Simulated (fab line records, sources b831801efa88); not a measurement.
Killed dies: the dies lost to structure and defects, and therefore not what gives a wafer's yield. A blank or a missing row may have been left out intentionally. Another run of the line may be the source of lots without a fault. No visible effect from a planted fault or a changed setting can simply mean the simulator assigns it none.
Which tool was responsible?    flow sky130    18 wafers from 6 lots sampled at 2 of the route's 708 steps

WHAT THE GAUGES READ, wafer by wafer
SKY_SONOS_TUNNEL_CD_MEAS_07: the cd target is 410 nm.
lot   measured      on         cd-nm (nm)
L690  day 11 23:26  cd-sem-02  411 411 410
L698  day 14 14:47  cd-sem-02  414 412 413
L700  day 15 04:53  cd-sem-01  414 415 416
L704  day 16 12:34  cd-sem-02  405 405 401
L706  day 17 01:43  cd-sem-02  409 407 408
L709  day 18 05:28  cd-sem-01  413 410 411

WHICH TOOL RAN EACH LOT (tool, then ch and the chambers of the sampled wafers, then the start)
lot   SKY_VT_ADJUST_NCORE_DEHYDRATE_00
L690  litho-track-01 ch 0, day 8 17:38
L698  litho-track-01 ch 0, day 10 22:56
L700  litho-track-03 ch 0, day 11 10:23
L704  litho-track-04 ch 0, day 12 12:49
L706  litho-track-04 ch 0, day 13 01:28
L709  litho-track-04 ch 0, day 14 02:25
- SKY_VT_ADJUST_NCORE_DEHYDRATE_00: time 60 s.

THE ANSWER, worked out from the rows above alone
Rule: usual is defined by the lots themselves. Put in order of their means at a reading, lots are off if they are a third of the lots or fewer, leave a main group of 4 or more, and stand apart from it by a gap of 3 or more times the standard deviation of the main group's means; of several such gaps the widest counts. A main group is skipped when, at the precision printed for the reading in the tables above, its means are all equal. A lot without any number at a reading at which 4 lots or more have one is off too. The other lots that the step has rows for count as sound.
Across all readings shown, no lot is off: no conclusion can be drawn from this.

WHAT WAS PUT IN BY THE SIMULATOR
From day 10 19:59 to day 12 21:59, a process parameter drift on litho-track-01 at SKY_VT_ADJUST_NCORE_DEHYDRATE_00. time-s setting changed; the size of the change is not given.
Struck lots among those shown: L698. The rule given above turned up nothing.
